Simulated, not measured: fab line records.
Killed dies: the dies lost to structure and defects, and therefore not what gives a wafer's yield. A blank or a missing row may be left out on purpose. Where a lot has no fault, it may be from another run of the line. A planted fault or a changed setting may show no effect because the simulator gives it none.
fab line records -- flow sky130
record lots=12, wafers=36, last-day=50
route steps=708 shown METAL3@535 VIA3@574 CAP2M@605 METAL5@661 PAD_OPEN@708
lots that met no fault: taken from a fault-free run of the same line
start-h: hours from the record's first day to the start of the lot's first wafer shown -- wait-h: hours from the lot's prior step to this one -- " the same as in the row above -- L1.1+2: a row that stands for several wafers -- - no value present, or no start provided -- * or withheld: withheld -- < > ~ a bound
route shown NAME@n: a module of which the file shows steps, and the number in the route of the first -- usual: mean/standard deviation of fault-free wafers -- same: alike in all rows -- chamber/n: place in a boat -- sites: each site's reading -- _std_site: how widely they spread, as a standard deviation -- _edge_site: mean of outer sites minus mean of inner sites -- radius-mm: how far each site lies from the wafer's centre -- mask NAME#n: copy n -- behind: the tool/chamber that last shaped the wafer -- hold: why the lot was held/for how many hours/how that ended -- device: the transistor (n, p or np) that didn't switch -- end of line: the route-end tests of the same wafers -- a step with no rows: only its recipe -- killed: the dies lost at the first sort to structure and to defects; this is not the yield of the wafer -- map: the dies of a wafer, with x for killed, . for not killed, _ for no die there
set.NAME: the run value of the setting; set.NAME@STEP: its run value at that earlier step -- model.NAME: the simulator's own value behind a step, which no gauge read
steps of the route over a sample of lots; a table a step, a row a wafer
services: the hour from which a tool's chamber was out of use, counted from the record's first day as start-h (under 0 if before that day), plus the number of hours and why
## steps
# step SKY_METAL3_SPUTTER_03
# recipe material=Ti, target-thk-nm=5, power-w=3000, time-s=3.3, chamber-pressure-pa=0.4
# usual throttle-valve-pct=30.0/1
lot.wafer,tool,chamber,start-h,wait-h,throttle-valve-pct
L730.2,pvd-sputter-01,-,855.76,0.0,30.4
L730.3,pvd-sputter-01,-,855.76,0.0,30.8
L730.6,pvd-sputter-01,-,855.76,0.0,30.4
L732.2,pvd-sputter-02,-,870.65,0.0,30.4
L732.3,pvd-sputter-02,-,870.65,0.0,30.0
L732.6,pvd-sputter-02,-,870.65,0.0,30.2
L733.1,pvd-sputter-01,-,884.94,0.0,30.9
L733.3,pvd-sputter-01,-,884.94,0.0,31.3
L733.4,pvd-sputter-01,-,884.94,0.0,29.5
L734.3,pvd-sputter-01,-,893.11,0.0,30.4
L734.4,pvd-sputter-01,-,893.11,0.0,31.3
L734.6,pvd-sputter-01,-,893.11,0.0,29.8
L736.3,pvd-sputter-01,-,902.90,0.0,30.9
L736.5,pvd-sputter-01,-,902.90,0.0,30.3
L736.6,pvd-sputter-01,-,902.90,0.0,31.4
L737.1,pvd-sputter-04,-,913.33,0.0,29.0
L737.3,pvd-sputter-04,-,913.33,0.0,29.4
L737.4,pvd-sputter-04,-,913.33,0.0,31.6
L739.4,pvd-sputter-02,-,930.36,0.0,28.4
L739.5,pvd-sputter-02,-,930.36,0.0,28.4
L739.6,pvd-sputter-02,-,930.36,0.0,30.9
L740.1,pvd-sputter-04,-,937.29,0.0,29.3
L740.3,pvd-sputter-04,-,937.29,0.0,31.6
L740.4,pvd-sputter-04,-,937.29,0.0,29.4
L745.2,pvd-sputter-04,-,961.94,0.0,29.6
L745.4,pvd-sputter-04,-,961.94,0.0,31.6
L745.5,pvd-sputter-04,-,961.94,0.0,29.1
L747.4,pvd-sputter-04,-,974.48,0.0,29.1
L747.5,pvd-sputter-04,-,974.48,0.0,31.6
L747.6,pvd-sputter-04,-,974.48,0.0,29.4
L750.4,pvd-sputter-02,-,995.15,0.0,30.6
L750.5,pvd-sputter-02,-,995.15,0.0,31.1
L750.6,pvd-sputter-02,-,995.15,0.0,30.6
L751.2,pvd-sputter-02,-,1003.17,0.0,30.3
L751.4,pvd-sputter-02,-,1003.17,0.0,30.5
L751.6,pvd-sputter-02,-,1003.17,0.0,28.6
# step SKY_VIA3_THK_MEAS_01
# recipe reads=SiO2_of_VIA3_HDPCVD_00
# usual VIA3_HDPCVD_THK=1632/17
lot.wafer,tool,chamber,start-h,wait-h,VIA3_HDPCVD_THK[nm]
L730.2,film-metro-02,-,908.71,0.1,1618
L730.3,film-metro-02,-,908.71,0.1,1642
L730.6,film-metro-02,-,908.71,0.1,1635
L732.2,film-metro-02,-,922.70,0.1,1683
L732.3,film-metro-02,-,922.70,0.1,1650
L732.6,film-metro-02,-,922.70,0.1,1674
L733.1,film-metro-02,-,937.02,0.1,1639
L733.3,film-metro-02,-,937.02,0.1,1639
L733.4,film-metro-02,-,937.02,0.1,1640
L734.3,film-metro-02,-,945.18,0.1,1630
L734.4,film-metro-02,-,945.18,0.1,1636
L734.6,film-metro-02,-,945.18,0.1,1632
L736.3,film-metro-03,-,954.16,0.1,1634
L736.5,film-metro-03,-,954.16,0.1,1615
L736.6,film-metro-03,-,954.16,0.1,1617
L737.1,film-metro-02,-,964.61,0.1,1654
L737.3,film-metro-02,-,964.61,0.1,1627
L737.4,film-metro-02,-,964.61,0.1,1665
L739.4,film-metro-02,-,980.45,0.0,1649
L739.5,film-metro-02,-,980.45,0.0,1626
L739.6,film-metro-02,-,980.45,0.0,1637
L740.1,film-metro-03,-,986.90,0.1,1642
L740.3,film-metro-03,-,986.90,0.1,1633
L740.4,film-metro-03,-,986.90,0.1,1632
L745.2,film-metro-03,-,1010.14,0.1,1612
L745.4,film-metro-03,-,1010.14,0.1,1619
L745.5,film-metro-03,-,1010.14,0.1,1624
L747.4,film-metro-03,-,1023.32,0.0,1621
L747.5,film-metro-03,-,1023.32,0.0,1619
L747.6,film-metro-03,-,1023.32,0.0,1623
L750.4,film-metro-03,-,1042.88,0.0,1630
L750.5,film-metro-03,-,1042.88,0.0,1624
L750.6,film-metro-03,-,1042.88,0.0,1627
L751.2,film-metro-04,-,1049.87,0.1,1657
L751.4,film-metro-04,-,1049.87,0.1,1634
L751.6,film-metro-04,-,1049.87,0.1,1628
# step SKY_CAP2M_SPUTTER_02
# recipe material=TiN, target-thk-nm=200, temp-c=300, power-w=6500, time-s=166.7, chamber-pressure-pa=0.4
# usual throttle-valve-pct=30.1/0.98
lot.wafer,tool,chamber,start-h,wait-h,throttle-valve-pct
L730.2,pvd-sputter-02,-,935.98,0.0,31.1
L730.3,pvd-sputter-02,-,935.98,0.0,28.4
L730.6,pvd-sputter-02,-,935.98,0.0,29.8
L732.2,pvd-sputter-04,-,949.18,0.0,29.1
L732.3,pvd-sputter-04,-,949.18,0.0,29.7
L732.6,pvd-sputter-04,-,949.18,0.0,29.1
L733.1,pvd-sputter-02,-,963.47,0.1,28.3
L733.3,pvd-sputter-02,-,963.47,0.1,30.0
L733.4,pvd-sputter-02,-,963.47,0.1,28.2
L734.3,pvd-sputter-01,-,971.47,0.0,31.3
L734.4,pvd-sputter-01,-,971.47,0.0,30.3
L734.6,pvd-sputter-01,-,971.47,0.0,29.6
L736.3,pvd-sputter-01,-,980.00,0.0,30.2
L736.5,pvd-sputter-01,-,980.00,0.0,29.6
L736.6,pvd-sputter-01,-,980.00,0.0,30.4
L737.1,pvd-sputter-02,-,990.53,0.1,29.9
L737.3,pvd-sputter-02,-,990.53,0.1,30.1
L737.4,pvd-sputter-02,-,990.53,0.1,28.1
L739.4,pvd-sputter-04,-,1006.55,0.0,28.9
L739.5,pvd-sputter-04,-,1006.55,0.0,31.7
L739.6,pvd-sputter-04,-,1006.55,0.0,29.4
L740.1,pvd-sputter-01,-,1012.83,0.1,30.3
L740.3,pvd-sputter-01,-,1012.83,0.1,29.7
L740.4,pvd-sputter-01,-,1012.83,0.1,30.8
L745.2,pvd-sputter-02,-,1035.82,0.0,30.4
L745.4,pvd-sputter-02,-,1035.82,0.0,31.1
L745.5,pvd-sputter-02,-,1035.82,0.0,30.9
L747.4,pvd-sputter-01,-,1047.47,0.0,31.3
L747.5,pvd-sputter-01,-,1047.47,0.0,30.9
L747.6,pvd-sputter-01,-,1047.47,0.0,29.8
L750.4,pvd-sputter-04,-,1066.07,0.0,31.8
L750.5,pvd-sputter-04,-,1066.07,0.0,29.2
L750.6,pvd-sputter-04,-,1066.07,0.0,31.7
L751.2,pvd-sputter-02,-,1073.19,0.0,30.4
L751.4,pvd-sputter-02,-,1073.19,0.0,30.2
L751.6,pvd-sputter-02,-,1073.19,0.0,28.3
# step SKY_METAL5_SPUTTER_00
# recipe material=Ti, target-thk-nm=15, power-w=3000, time-s=10, chamber-pressure-pa=0.4
# usual throttle-valve-pct=30.1/0.93
lot.wafer,tool,chamber,start-h,wait-h,throttle-valve-pct
L730.2,pvd-sputter-01,-,1009.96,0.1,31.6
L730.3,pvd-sputter-01,-,1009.96,0.1,30.8
L730.6,pvd-sputter-01,-,1009.96,0.1,29.5
L732.2,pvd-sputter-02,-,1023.12,0.1,30.5
L732.3,pvd-sputter-02,-,1023.12,0.1,30.2
L732.6,pvd-sputter-02,-,1023.12,0.1,28.2
L733.1,pvd-sputter-01,-,1036.32,0.2,30.9
L733.3,pvd-sputter-01,-,1036.32,0.2,30.4
L733.4,pvd-sputter-01,-,1036.32,0.2,31.4
L734.3,pvd-sputter-02,-,1044.53,0.1,30.3
L734.4,pvd-sputter-02,-,1044.53,0.1,30.3
L734.6,pvd-sputter-02,-,1044.53,0.1,31.0
L736.3,pvd-sputter-03,-,1050.82,0.2,30.5
L736.5,pvd-sputter-03,-,1050.82,0.2,30.8
L736.6,pvd-sputter-03,-,1050.82,0.2,28.9
L737.1,pvd-sputter-01,-,1060.22,0.2,30.8
L737.3,pvd-sputter-01,-,1060.22,0.2,31.1
L737.4,pvd-sputter-01,-,1060.22,0.2,30.4
L739.4,pvd-sputter-02,-,1076.90,0.1,31.1
L739.5,pvd-sputter-02,-,1076.90,0.1,28.4
L739.6,pvd-sputter-02,-,1076.90,0.1,30.2
L740.1,pvd-sputter-03,-,1081.81,0.1,29.5
L740.3,pvd-sputter-03,-,1081.81,0.1,29.0
L740.4,pvd-sputter-03,-,1081.81,0.1,30.6
L745.2,pvd-sputter-03,-,1103.35,0.2,28.8
L745.4,pvd-sputter-03,-,1103.35,0.2,30.6
L745.5,pvd-sputter-03,-,1103.35,0.2,29.1
L747.4,pvd-sputter-02,-,1113.83,0.2,28.2
L747.5,pvd-sputter-02,-,1113.83,0.2,30.6
L747.6,pvd-sputter-02,-,1113.83,0.2,30.8
L750.4,pvd-sputter-03,-,1130.87,0.1,29.2
L750.5,pvd-sputter-03,-,1130.87,0.1,28.9
L750.6,pvd-sputter-03,-,1130.87,0.1,29.2
L751.2,pvd-sputter-01,-,1136.33,0.1,30.9
L751.4,pvd-sputter-01,-,1136.33,0.1,29.4
L751.6,pvd-sputter-01,-,1136.33,0.1,29.5
# step SKY_PAD_OPEN_PROBE_99
# usual defect-limited-yield=82.4/2.2, killed_at_M0_to_M3=44/7.7, killed_at_M4_up=3.2/1.7, killed-at-contacts=24/5.3, killed-at-front-end=15/4.3, killed-at-other=0.3/0.57, killed-dies=87/11, killed-open=47/7.4, killed-short=40/6.5, sort_bin_3_pad_short=0.8/0.4, sort_bin_5_function=10.5/1.6, sort_bin_6_memory=6.3/1.2, sort-n-pass=405/11, sort-yield-pct=82.4/2.2
# same gross-dies=492, killed-at-back-side=0, sort_bin_4_leakage[%]=0, sort_bin_8_speed[%]=0
lot.wafer,tool,chamber,start-h,wait-h,hold,defect-limited-yield[%],killed_at_M0_to_M3,killed_at_M4_up,killed-at-contacts,killed-at-front-end,killed-at-other,killed-dies,killed-open,killed-short,sort_bin_3_pad_short[%],sort_bin_5_function[%],sort_bin_6_memory[%],sort-n-pass,sort-yield-pct[%]
L734.3,prober-02,-,1111.35,0.2,-,85.0,38,3,18,15,0,74,42,32,0.8,9.6,4.7,418,85.0
L734.4,prober-02,-,1111.40,0.2,-,82.7,39,5,28,13,0,85,40,45,0.2,11.2,5.9,407,82.7
L734.6,prober-02,-,1111.50,0.2,-,82.7,35,4,25,21,0,85,46,39,0.4,10.0,6.9,407,82.7
L739.4,prober-02,-,1138.97,0.2,-,82.1,42,3,29,14,0,88,47,41,1.0,11.2,5.7,404,82.1
L739.5,prober-02,-,1139.02,0.2,-,77.6,67,3,27,11,2,110,56,52,1.2,14.6,6.5,382,77.6
L739.6,prober-02,-,1139.07,0.2,-,85.2,40,5,20,8,0,73,36,37,0.8,9.1,4.9,419,85.2
L740.1,prober-01,-,1144.20,0.1,-,81.5,40,5,26,20,0,91,56,35,1.0,11.0,6.5,401,81.5
L740.3,prober-01,-,1144.30,0.2,-,84.6,32,5,23,16,0,76,41,35,1.2,8.3,5.9,416,84.6
L740.4,prober-01,-,1144.35,0.2,-,82.3,51,3,18,15,0,87,50,37,1.0,10.6,6.1,405,82.3
L745.2,prober-01,-,1162.73,0.1,await-dispo/7.3h/release,74.8,74,7,24,18,1,124,41,53,2.0,16.7,6.5,368,74.8
L745.4,prober-01,-,1162.83,0.2,await-dispo/7.3h/release,78.0,72,9,20,7,0,108,51,38,2.4,10.8,8.7,384,78.0
L745.5,prober-01,-,1162.88,0.2,await-dispo/7.3h/release,80.3,52,1,32,11,1,97,43,37,1.0,11.0,7.7,395,80.3
L747.4,prober-02,-,1172.25,0.2,await-dispo/2.5h/release,79.9,64,2,18,15,0,99,39,44,2.4,10.4,7.3,393,79.9
L747.5,prober-02,-,1172.30,0.2,await-dispo/2.5h/release,78.7,73,3,12,17,0,105,36,45,1.8,13.8,5.7,387,78.7
L747.6,prober-02,-,1172.35,0.2,await-dispo/2.5h/release,79.1,61,2,24,16,0,103,35,38,2.8,12.4,5.7,389,79.1
L751.2,prober-02,-,1191.15,0.1,-,78.7,66,3,24,12,0,105,62,43,1.8,13.6,5.9,387,78.7
L751.4,prober-02,-,1191.25,0.2,-,77.6,50,5,36,19,0,110,65,45,0.4,14.0,7.9,382,77.6
L751.6,prober-02,-,1191.35,0.2,-,76.6,57,2,31,24,1,115,67,48,1.6,13.4,8.3,377,76.6
# killed by level:class
L734.3 VIA1:geometric-particle:open=9 VIA3:geometric-particle:open=8 LI_CONTACT:geometric-particle:open=7 VIA2:geometric-particle:open=7 CONTACT:geometric-particle:open=6 METAL1:geometric-particle:short=4 FIELD_ISO:geometric-particle:short=3 POLY_GATE:geometric-particle:short=3
L734.4 METAL1:geometric-particle:short=11 CONTACT:geometric-particle:open=10 LOCAL_INTERCONNECT:geometric-particle:short=7 VIA2:geometric-particle:open=7 LI_CONTACT:geometric-particle:open=6 POLY_GATE:geometric-particle:open=5 VIA2:geometric-particle:short=5 VIA1:geometric-particle:open=5
L734.6 CONTACT:geometric-particle:open=10 LI_CONTACT:geometric-particle:open=9 VIA3:geometric-particle:open=7 POLY_GATE:geometric-particle:short=6 POLY_GATE:geometric-particle:open=6 METAL1:geometric-particle:short=6 VIA2:geometric-particle:open=4 VIA1:geometric-particle:short=4
L739.4 VIA1:geometric-particle:open=14 CONTACT:geometric-particle:open=12 VIA2:geometric-particle:open=7 METAL1:geometric-particle:short=6 POLY_GATE:geometric-particle:short=5 LOCAL_INTERCONNECT:geometric-particle:short=5 LI_CONTACT:geometric-particle:open=4 LI_CONTACT:geometric-particle:short=4
L739.5 VIA1:geometric-particle:open=17 VIA1:geometric-particle:short=10 CONTACT:geometric-particle:open=9 METAL1:geometric-particle:short=9 LI_CONTACT:geometric-particle:open=7 VIA3:geometric-particle:open=6 METAL3:geometric-particle:short=5 METAL2:geometric-particle:short=5
L739.6 METAL1:geometric-particle:short=8 VIA1:geometric-particle:open=8 VIA2:geometric-particle:open=7 CONTACT:geometric-particle:open=6 METAL2:geometric-particle:short=5 CONTACT:geometric-particle:short=5 VIA1:geometric-particle:short=5 LOCAL_INTERCONNECT:geometric-particle:short=4
L740.1 CONTACT:geometric-particle:open=12 FIELD_ISO:geometric-particle:open=9 VIA1:geometric-particle:open=9 VIA2:geometric-particle:open=7 METAL4:geometric-particle:short=5 LI_CONTACT:geometric-particle:short=4 LI_CONTACT:geometric-particle:open=4 LOCAL_INTERCONNECT:geometric-particle:short=4
L740.3 CONTACT:geometric-particle:open=11 FIELD_ISO:geometric-particle:short=6 VIA1:geometric-particle:open=6 METAL1:geometric-particle:short=5 VIA3:geometric-particle:open=5 LI_CONTACT:geometric-particle:open=4 CONTACT:geometric-particle:short=4 VIA2:geometric-particle:open=4
L740.4 VIA1:geometric-particle:open=15 VIA2:geometric-particle:open=8 VIA3:geometric-particle:open=7 FIELD_ISO:geometric-particle:short=6 METAL1:geometric-particle:short=5 FIELD_ISO:geometric-particle:open=4 LI_CONTACT:geometric-particle:open=4 CONTACT:geometric-particle:open=4
L745.2 METAL3:unspecified=29 CONTACT:geometric-particle:open=8 VIA2:geometric-particle:open=7 CONTACT:geometric-particle:short=6 METAL1:geometric-particle:short=6 METAL4:geometric-particle:short=6 LI_CONTACT:geometric-particle:open=5 VIA1:geometric-particle:short=5
L745.4 METAL3:unspecified=19 VIA3:geometric-particle:open=12 METAL1:geometric-particle:short=9 VIA1:geometric-particle:open=9 LI_CONTACT:geometric-particle:open=6 METAL4:geometric-particle:short=6 CONTACT:geometric-particle:open=5 CONTACT:geometric-particle:short=4
L745.5 METAL3:unspecified=17 CONTACT:geometric-particle:open=13 VIA1:geometric-particle:open=8 LI_CONTACT:geometric-particle:short=7 LOCAL_INTERCONNECT:geometric-particle:short=6 VIA2:geometric-particle:open=6 VIA2:geometric-particle:short=5 POLY_GATE:geometric-particle:short=3
L747.4 METAL3:unspecified=16 VIA1:geometric-particle:open=10 VIA3:geometric-particle:open=8 VIA3:geometric-particle:short=7 METAL1:geometric-particle:short=6 CONTACT:geometric-particle:open=6 VIA1:geometric-particle:short=5 FIELD_ISO:geometric-particle:short=4
L747.5 METAL3:unspecified=24 VIA1:geometric-particle:open=12 VIA2:geometric-particle:open=7 VIA3:geometric-particle:short=7 POLY_GATE:geometric-particle:short=6 VIA3:geometric-particle:open=6 METAL1:geometric-particle:short=6 FIELD_ISO:geometric-particle:short=4
L747.6 METAL3:unspecified=30 LI_CONTACT:geometric-particle:open=10 FIELD_ISO:geometric-particle:short=6 LOCAL_INTERCONNECT:geometric-particle:short=6 METAL1:geometric-particle:short=6 VIA1:geometric-particle:open=6 FIELD_ISO:geometric-particle:open=4 POLY_GATE:geometric-particle:open=4
L751.2 VIA1:geometric-particle:open=20 VIA2:geometric-particle:open=10 CONTACT:geometric-particle:open=9 METAL1:geometric-particle:short=7 VIA1:geometric-particle:short=7 LI_CONTACT:geometric-particle:open=6 METAL3:geometric-particle:short=6 METAL2:geometric-particle:short=6
L751.4 VIA1:geometric-particle:open=12 LI_CONTACT:geometric-particle:open=11 CONTACT:geometric-particle:open=9 VIA3:geometric-particle:open=8 LI_CONTACT:geometric-particle:short=6 CONTACT:geometric-particle:short=5 POLY_GATE:geometric-particle:short=5 POLY_GATE:geometric-particle:open=5
L751.6 VIA1:geometric-particle:open=15 LI_CONTACT:geometric-particle:open=13 VIA2:geometric-particle:open=11 METAL2:geometric-particle:short=7 CONTACT:geometric-particle:open=7 FIELD_ISO:geometric-particle:short=6 VIA3:geometric-particle:open=6 POLY_GATE:geometric-particle:short=5
## services
tool,chamber,start-h,hours,kind
pvd-sputter-03,-,835.45,1.4,repair
pvd-sputter-01,-,910.95,37.5,repair
pvd-sputter-04,-,925.88,7.3,repair
pvd-sputter-02,-,945.25,1.4,repair
pvd-sputter-01,-,951.27,4.6,repair
pvd-sputter-02,3,951.99,-,consumable-replace:kit
pvd-sputter-02,3,951.99,18.0,scheduled-down
pvd-sputter-02,3,951.99,18.0,vent-cycle
pvd-sputter-02,-,954.11,7.1,repair
pvd-sputter-01,3,967.58,-,consumable-replace:kit
pvd-sputter-01,3,967.58,18.0,scheduled-down
pvd-sputter-01,3,967.58,18.0,vent-cycle
pvd-sputter-04,1,974.55,-,consumable-replace:kit
pvd-sputter-04,-,1010.93,0.6,repair
pvd-sputter-01,-,1011.51,0.9,repair
pvd-sputter-01,-,1013.53,1.3,repair
pvd-sputter-02,2,1056.04,-,consumable-replace:kit
pvd-sputter-02,2,1056.04,18.0,scheduled-down
pvd-sputter-02,2,1056.04,18.0,vent-cycle
pvd-sputter-03,-,1058.21,7.2,repair
pvd-sputter-01,2,1064.49,-,consumable-replace:kit
pvd-sputter-01,2,1064.49,18.0,scheduled-down
pvd-sputter-01,2,1064.49,18.0,vent-cycle
pvd-sputter-03,-,1076.68,0.8,repair
## key
first-sign step=SKY_PAD_OPEN_PROBE_99, reading=sort_bin_3_pad_short, direction=up, sigmas=3.1, usual=0.8, struck=2.1, wafers-moved=5
effect step=SKY_PAD_OPEN_PROBE_99, reading=killed_at_M0_to_M3, direction=up, sigmas=2.8, usual=44, struck=66, wafers-moved=4
met-at SKY_METAL3_SPUTTER_03
struck-lots L745,L747
not-acting-at SKY_VIA3_THK_MEAS_01,SKY_CAP2M_SPUTTER_02,SKY_METAL5_SPUTTER_00
onset-between 937.29 961.94
fault kind=chamber-particle-source, tool=pvd-sputter-04, chamber=-, onset-h=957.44, steps=SKY_METAL3_SPUTTER_03, rate-per-visit-cm2=0.76539, end-h=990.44
